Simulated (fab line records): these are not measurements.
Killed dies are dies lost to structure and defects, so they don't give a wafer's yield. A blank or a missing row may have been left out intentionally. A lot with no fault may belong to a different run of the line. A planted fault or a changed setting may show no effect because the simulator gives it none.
Problem report in the 8D (eight disciplines) form, filled by code ; flow sky130 ; the parts of the form that need people (team, actions taken, sign-off) are left out

1. WHAT WENT WRONG
POLY_GATE_CVD_00_THK at SKY_POLY_GATE_THK_MEAS_01 reads a mean of 248.1 nm on 3 wafers of 1 lot; wafers without a fault read 179.9 nm with a standard deviation of 1.5. That is +45 standard deviations from the usual mean.
Earliest sighting: wafer L205.2 on film_metro-03 at day 19 05:39. Wafers with a number at this step in the record: 39, from 13 lots. By rule, "out" or "out of limits" means more than 4 standard deviations away from the usual mean. The other wafers with a number count as sound.

2. WHAT IT IS; WHAT IT IS NOT
question;is;is not
which readings at this step;POLY_GATE_CVD_00_THK;-
which lots;L205;L190, L191, L192, L193, L194, L195, L196, L197, L198, L200, L204, L213
which wafers of those lots;all that have a number;-
read on which gauges;film_metro-03;film_metro-01, film_metro-02
when;from day 19 05:39;"up to then (33 sound wafers); but 3 sound wafers of L213 came after"

3. SUSPECTS, AND WHAT RULES EACH OUT
Counting: a tool at any process step up to the reading remains a suspect when it ran all the lots that are out and ran no sound lot after the first of those.
- the gauge at SKY_POLY_GATE_THK_MEAS_01: kept. All the wafers that are out were read on film_metro-03, and no step on other tools shows them out.
- lpcvd-01 at SKY_POLY_GATE_CVD_00 (deposits poly-Si, target thk 180 nm, time 720 s): ruled out as a lasting fault. Sound lots L213 ran on it after its first lot that is out, L205 (day 19 04:26).
Remaining after the count: film_metro-03 at SKY_POLY_GATE_THK_MEAS_01.

4. THE CAUSE (what the simulator had put in)
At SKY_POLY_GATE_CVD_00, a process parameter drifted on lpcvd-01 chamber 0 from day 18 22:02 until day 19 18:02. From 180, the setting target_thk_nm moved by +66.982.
It was ruled out by counting, in error; the rule expects a fault to strike all lots run on its tool from its start on, and this fault did not.

5. THE CHAIN OF EFFECTS, in route order
Each row: a reading where the mean over the struck wafers with a number is more than 3 standard deviations away from the usual. Scope: only readings with a usual standard deviation given in the record; hours: median across lots of the time from each lot's start at the first step in this table that gives one to its start at this step; sigmas: change in usual standard deviations.
hours;step;reading;usual;on struck wafers;change;sigmas
0;SKY_POLY_GATE_THK_MEAS_01;POLY_GATE_CVD_00_THK;179.9 nm;248.1;+68.2;+45

6. WHAT WOULD HAVE CAUGHT IT SOONER
In this record the first reading out of limits at a measuring or inspecting step was taken at day 19 05:39, 8 hours after the fault began at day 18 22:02.
An alarm limit of 4 standard deviations would not have fired on the tool readings at SKY_POLY_GATE_CVD_00 for which the record gives a usual standard deviation, since none of them was out on any struck wafer.
